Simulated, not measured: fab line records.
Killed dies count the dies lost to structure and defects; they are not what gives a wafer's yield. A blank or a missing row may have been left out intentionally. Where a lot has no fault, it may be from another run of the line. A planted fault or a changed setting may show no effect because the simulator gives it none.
Matching of chambers -- flow sky130 -- 4 sister chambers for SKY_VIA2_ETCH_14 on rie-diel-02
The step etches BARC in N2/H2, stops on SiO2, time 45.9 s, target depth 60 nm. 22 wafers are shown with their chamber, then 11 later ones without.

== WAFERS, EACH WITH ITS CHAMBER ==
wafer,chamber,drypump-motor-current-A (A),throttle-valve-pct (%),oes-product-au (a.u.)
L075.1,1,5.2,13.218,0.848
L075.5,2,6.0,13.223,0.855
L075.6,1,5.2,13.215,0.848
L078.1,0,5.1,13.229,0.844
L078.2,1,5.1,13.224,0.852
L078.3,2,6.1,13.234,0.847
L085.1,3,5.5,13.219,0.850
L085.2,0,5.2,13.225,0.853
L085.3,1,5.2,13.201,0.852
L085.4,2,6.0,13.217,0.849
L085.5,3,5.5,13.227,0.856
L085.6,0,5.2,13.208,0.850
L086.3,3,5.5,13.229,0.840
L086.5,0,5.2,13.224,0.839
L086.6,3,5.5,13.248,0.850
L088.1,3,5.5,13.225,0.850
L088.2,0,5.2,13.223,0.851
L088.3,2,6.0,13.224,0.847
L089.1,2,6.0,13.228,0.847
L089.5,2,6.0,13.222,0.850
L089.6,3,5.5,13.230,0.839
L090.2,1,5.2,13.219,0.852

SIGNATURES, as means of the wafers listed above
reading,chamber 0,chamber 1,chamber 2,chamber 3,scatter within a chamber
drypump-motor-current-A,5.180,5.180,6.017,5.500,0.0368
throttle-valve-pct,13.22180,13.21540,13.22467,13.22967,0.00819
oes-product-au,0.84740,0.85040,0.84917,0.84750,0.00483
Rule: distance of a wafer from a chamber = root of the sum over the readings of ((wafer's reading minus chamber's mean) / reading's scatter) squared. The wafer belongs to the nearest chamber; if the next one is less than 2 further off, it can't be placed. How the scatter is found: for the shown wafers, subtract from each reading the mean of its chamber, square and add these, divide the total by (wafers less chambers), then take the root.

== WAFERS WITHOUT THEIR CHAMBER ==
wafer,drypump-motor-current-A (A),throttle-valve-pct (%),oes-product-au (a.u.)
L090.3,5.5,13.225,0.849
L090.4,5.1,13.215,0.845
L091.1,6.1,13.234,0.854
L091.4,5.2,13.212,0.852
L091.6,5.5,13.232,0.846
L096.1,6.0,13.232,0.850
L096.2,5.2,13.212,0.844
L096.3,5.2,13.237,0.849
L096.4,5.5,13.238,0.856
L096.5,5.2,13.231,0.851
L096.6,5.2,13.236,0.855

== THE CHAMBER EACH PASSED THROUGH ==
wafer,from the rows above,in truth
L090.3,3,3
L090.4,can't be placed: 0 or 1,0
L091.1,2,2
L091.4,can't be placed: 1 or 0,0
L091.6,3,3
L096.1,2,2
L096.2,can't be placed: 1 or 0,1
L096.3,can't be placed: 0 or 1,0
L096.4,3,3
L096.5,can't be placed: 0 or 1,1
L096.6,can't be placed: 0 or 1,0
5 of 11 placed correctly. From these rows, 6 cannot be placed; in 6 the true chamber is one of the candidates. Wrongly placed: 0.
